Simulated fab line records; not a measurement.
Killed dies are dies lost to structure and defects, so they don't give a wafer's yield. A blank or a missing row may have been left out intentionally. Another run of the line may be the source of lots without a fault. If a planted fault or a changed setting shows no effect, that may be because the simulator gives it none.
Check of tool commonality    flow gf180mcu    Sampled: 12 lots, 36 wafers

REASON IT WAS OPENED
GF_VT_IMPLANT_RS_MEAS_48, reading LVPWELL_RS: flagged on 2 of 12 lots. Fault-free wafers read 1197 ohm/sq, with a standard deviation of 3.2.
Rule: flag the lot when none of its wafers has a number, or when each of its wafers that has one lies beyond 4 standard deviations from that mean. The rest of the lots are taken to be sound.

lot   measured      on             LVPWELL_RS (ohm/sq), wafer by wafer  flag
L915  day 7 14:26   film metro-03  1198 1194 1195                       
L916  day 7 19:01   film metro-03  1196 1195 1197                       
L917  day 8 04:11   film metro-03  1198 1199 1196                       
L918  day 8 11:13   film metro-03  1191 1193 1189                       
L919  day 8 15:26   film metro-01  1200 1198 1196                       
L921  day 9 10:19   film metro-03  1193 1198 1198                       
L922  day 9 22:41   film metro-03  1194 1195 1194                       
L924  day 10 04:44  film metro-03  1192 1198 1200                       
L927  day 10 23:08  film metro-03  1194 1200 1196                       
L929  day 11 13:55  film metro-01  1204 1204 1204                       
L935  day 13 10:20  film metro-03  1258 1257 1263                       FLAGGED
L937  day 13 18:22  film metro-01  1257 1253 1257                       FLAGGED
Average over the flagged lots: 1258 ohm/sq; offset from the usual +60 ohm/sq, equal to +19 standard deviations.

LOT BY LOT: THE TOOL USED
The record keeps 1 process step preceding the reading, out of 602 steps on the route. In each cell: the tool, then ch and the chambers that the sampled wafers went through, then the start.
lot   flag     GF_LVPWELL_IMPLANT_08
L915           implanter-04 ch 0, day 3 22:17
L916           implanter-04 ch 0, day 4 00:28
L917           implanter-01 ch 0, day 4 07:58
L918           implanter-04 ch 0, day 4 13:34
L919           implanter-04 ch 0, day 4 17:53
L921           implanter-04 ch 0, day 5 09:34
L922           implanter-03 ch 0, day 5 19:50
L924           implanter-01 ch 0, day 6 00:15
L927           implanter-03 ch 0, day 6 17:05
L929           implanter-04 ch 0, day 7 04:37
L935  FLAGGED  implanter-04 ch 0, day 8 18:35
L937  FLAGGED  implanter-04 ch 0, day 9 00:27
What the steps here do:
- GF_LVPWELL_IMPLANT_08
- GF_VT_IMPLANT_RS_MEAS_48: measures by four-point-probe.

FLAGGED OVER TOTAL, TOOL BY TOOL (the gauges that took the reading come last)
step                      tool           lots run  flagged  share of the flagged lots  sound lots run after its first flagged lot
GF_LVPWELL_IMPLANT_08     implanter-01   2         0        none                       -
GF_LVPWELL_IMPLANT_08     implanter-03   2         0        none                       -
GF_LVPWELL_IMPLANT_08     implanter-04   8         2        all                        0
GF_VT_IMPLANT_RS_MEAS_48  film metro-01  3         1        some                       0
GF_VT_IMPLANT_RS_MEAS_48  film metro-03  9         1        some                       0

WHAT THE TABLE PERMITS
Rows of the table that ran each flagged lot: 1, that is implanter-04 at GF_LVPWELL_IMPLANT_08.
- implanter-04 at GF_LVPWELL_IMPLANT_08: 2 of its 8 lots flagged. A fault beginning between L929 (day 7 04:37), its last sound lot, and L935 (day 8 18:35), its first flagged one, fits the data. Its own readings lie more than 4 standard deviations out on every wafer of the flagged lots: dose ions cm2.
One tool is left: implanter-04 at GF_LVPWELL_IMPLANT_08.

WHAT WAS PUT IN BY THE SIMULATOR
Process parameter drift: implanter-04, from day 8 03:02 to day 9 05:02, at GF_LVPWELL_IMPLANT_08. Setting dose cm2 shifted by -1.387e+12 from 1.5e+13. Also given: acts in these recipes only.
Lots struck among those shown: L935, L937. This agrees with what the rule above found.
